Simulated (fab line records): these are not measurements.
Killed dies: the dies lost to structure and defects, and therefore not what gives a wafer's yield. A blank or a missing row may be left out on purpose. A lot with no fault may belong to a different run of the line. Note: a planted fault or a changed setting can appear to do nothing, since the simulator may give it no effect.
Struck lot and sound lot, side by side	flow sky130	18 steps out of a route of 708
Sound: the wafers L349.2, L349.3, L349.6. Struck: wafers L357.4, L357.5, L357.6. Last of all comes the cause.
For every step that has rows: the tool of each side, followed by ch and its chambers, followed by its first start. Under that, the readings that differ: sound wafers	struck wafers	difference of the means	sigmas: that difference in standard deviations of wafers without a fault.
alike: words and numbers the same on both sides, and readings whose means are apart by under 2 such deviations; not compared: readings that were withheld, readings missing a value for some wafer, numbers with overlapping values and no deviation given by the record, and bounds like >300 which may hide the same value.
Wherever a step has rows on one side only, a row that says differs or no value, or a row with sigmas, the two part there. When numbers do not overlap yet have no deviation, they are printed without sigmas and do not part them. A reading that every wafer of one side lacks parts them only if that side has two wafers or more.

first, 6 steps without rows for these wafers: SKY_LDD_N_IMPLANT_10; SKY_LDD_N_IMPLANT_11; SKY_LDD_N_IMPLANT_12; SKY_LDD_N_IMPLANT_13; SKY_LDD_N_IMPLANT_14; SKY_LDD_N_IMPLANT_15.
SKY_LDD_N_STRIP_16: strips in O2/N2.
  sound on plasma-asher-04 ch 0,1, day 19 03:51; struck on plasma-asher-03 ch 0,1, day 21 12:56
reading	sound	struck	difference	sigmas
strip-time-to-endpoint-s (s)	4.326 4.345 4.313	4.294 4.309 4.291	-0.030	-2
  alike: drypump-motor-current-A, oes-product-au
  not compared: rf-hours-counter-h
SKY_LDD_N_TW_MEAS_17:
  struck on film-metro-02, day 21 13:02; sound on film-metro-03, day 19 03:58
  alike: LDD_N_TW
then, 4 steps without rows for these wafers: SKY_LDD_P_DEHYDRATE_00 (time 60 s); SKY_LDD_P_HMDS_01 (prime time 60 s); SKY_LDD_P_COAT_02 (resist thk 1140 nm); SKY_LDD_P_SOFTBAKE_03 (time 60 s).
SKY_LDD_P_EXPOSE_04: exposes mask PSDM, target cd 380 nm.
  sound on iline-stepper-01 ch 0, day 19 19:51; struck on iline-stepper-01 ch 0, day 22 03:58
reading	sound	struck	difference	sigmas
model.LDD_P.overlay-x-nm (nm)	-1.084 -1.084 -1.084	8.946 8.946 8.946	+10.030	
  alike: mask
then, 2 steps without rows for these wafers: SKY_LDD_P_PEB_05; SKY_LDD_P_DEVELOP_06 (develop time 59.08 s).
SKY_LDD_P_CD_MEAS_07: target cd 380 nm.
  struck on cd-sem-02, day 22 19:37; sound on cd-sem-02, day 20 10:47
reading	sound	struck	difference	sigmas
cd-nm (nm)	378.8 379.0 376.7	382.4 383.5 385.6	+5.7	+2
SKY_LDD_P_OVL_MEAS_08:
  struck on overlay-01, day 22 19:42; sound on overlay-02, day 20 10:53
reading	sound	struck	difference	sigmas
LDD_P_OVL (nm)	-0.2 1.6 -0.2	10.3 9.2 8.3	+8.9	+7
next, for these wafers, 1 step has no rows: SKY_LDD_P_IMPLANT_09.

## WHERE THEY PART
Earliest at SKY_LDD_N_STRIP_16; latest, in this record, at SKY_LDD_P_OVL_MEAS_08.

WHY: the cause the simulator had injected
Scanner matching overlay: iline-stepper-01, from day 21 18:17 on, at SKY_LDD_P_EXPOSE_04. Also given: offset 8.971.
